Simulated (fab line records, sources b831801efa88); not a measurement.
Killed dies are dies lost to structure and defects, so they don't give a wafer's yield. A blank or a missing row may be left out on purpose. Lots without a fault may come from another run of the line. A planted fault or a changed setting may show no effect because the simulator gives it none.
Chamber matching | flow gf180mcu | GF_V2_CMP_26 on cmp-01: 4 sister chambers
The step polishes, stops on SiO2, t overpolish 15 s, target thk 0 nm. 4 wafers are shown with their chamber, then 11 later ones without.

WAFERS WITH THEIR CHAMBER
wafer  | chamber | motor_current_A (A)
L079.1 | 1       | 11.6
L084.5 | 2       | 9.8
L085.6 | 0       | 11.9
L086.3 | 3       | 9.2

WAFERS WITHOUT THEIR CHAMBER
wafer  | motor_current_A (A)
L086.4 | 11.5
L086.6 | 9.0
L087.2 | 12.3
L087.4 | 9.6
L087.5 | 12.2
L091.2 | 11.5
L091.4 | 10.6
L091.6 | 9.3
L095.1 | 9.6
L095.5 | 10.2
L095.6 | 9.2

WHICH CHAMBER EACH WENT THROUGH
wafer  | from the rows above               | in truth
L086.4 | can't be placed: 1 or 0           | 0
L086.6 | can't be placed: 3 or 2           | 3
L087.2 | can't be placed: 0 or 1           | 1
L087.4 | can't be placed: 2 or 3           | 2
L087.5 | can't be placed: 0 or 1           | 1
L091.2 | can't be placed: 1 or 0           | 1
L091.4 | can't be placed: 2 or 1 or 0 or 3 | 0
L091.6 | can't be placed: 3 or 2           | 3
L095.1 | can't be placed: 2 or 3           | 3
L095.5 | can't be placed: 2 or 3           | 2
L095.6 | can't be placed: 3 or 2           | 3
Placed correctly: 0 of 11. Can't be placed from these rows: 11 (the true chamber is among the candidates in 11). Placed wrongly: 0.
How it was worked out, from the rows above alone: a wafer's distance from a chamber is the root of the sum, over the readings, of the square of ((its reading less the chamber's mean) divided by the reading's scatter). The wafer belongs to the nearest chamber; if the next one is less than 2 further off, it can't be placed. A chamber's mean is the mean of its shown wafers. The scatter: with one shown wafer a chamber, the root of the mean of the squares of how far each hidden wafer lies from its nearest shown one.
